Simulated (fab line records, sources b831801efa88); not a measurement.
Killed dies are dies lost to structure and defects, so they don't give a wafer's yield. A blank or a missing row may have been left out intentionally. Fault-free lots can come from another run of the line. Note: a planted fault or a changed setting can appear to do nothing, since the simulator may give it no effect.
Matching of chambers | flow sky130 | SKY_CAP2M_CVD_00 on pecvd-03 has 3 sister chambers
The step deposits SiO2, target thk 15.5 nm. 16 wafers are shown with their chamber, then 8 later ones without.

WAFERS PAIRED WITH THEIR CHAMBERS
wafer  | chamber | heater-power-w (W)
L074.1 | 1       | 709
L074.2 | 0       | 573
L074.5 | 1       | 705
L078.3 | 2       | 737
L078.4 | 0       | 577
L078.6 | 2       | 728
L081.3 | 1       | 821
L081.5 | 0       | 565
L081.6 | 1       | 827
L086.1 | 0       | 562
L086.2 | 2       | 743
L086.6 | 0       | 559
L088.2 | 1       | 798
L088.3 | 2       | 775
L088.6 | 0       | 545
L092.2 | 2       | 787

SIGNATURES (averages over the wafers above)
reading        | chamber 0 | chamber 1 | chamber 2 | scatter within a chamber
heater-power-w | 563.50    | 772.00    | 754.00    | 37
Rule: a wafer lies at a distance from a chamber equal to the root of the sum of squares, over the readings, of (its reading less the chamber's mean, divided by the reading's scatter). The wafer belongs to the nearest chamber; if the next one is less than 2 further off, it can't be placed. The scatter: take each reading less its chamber's mean, square it, sum over the shown wafers, divide by the number of wafers less the number of chambers, and take the root.

WAFERS MISSING THEIR CHAMBER
wafer  | heater-power-w (W)
L092.5 | 584
L092.6 | 765
L094.2 | 857
L094.3 | 748
L094.5 | 647
L096.1 | 596
L096.3 | 666
L096.6 | 596

CHAMBER TAKEN BY EACH
wafer  | from the rows above          | in truth
L092.5 | 0                            | 0
L092.6 | can't be placed: 1 or 2      | 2
L094.2 | can't be placed: 1 or 2      | 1
L094.3 | can't be placed: 2 or 1      | 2
L094.5 | can't be placed: 0 or 2 or 1 | 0
L096.1 | 0                            | 0
L096.3 | can't be placed: 2 or 0 or 1 | 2
L096.6 | 0                            | 0
Correct placement for 3 of the 8. From these rows, 5 cannot be placed; in 5 the true chamber is one of the candidates. Wrongly placed: 0.
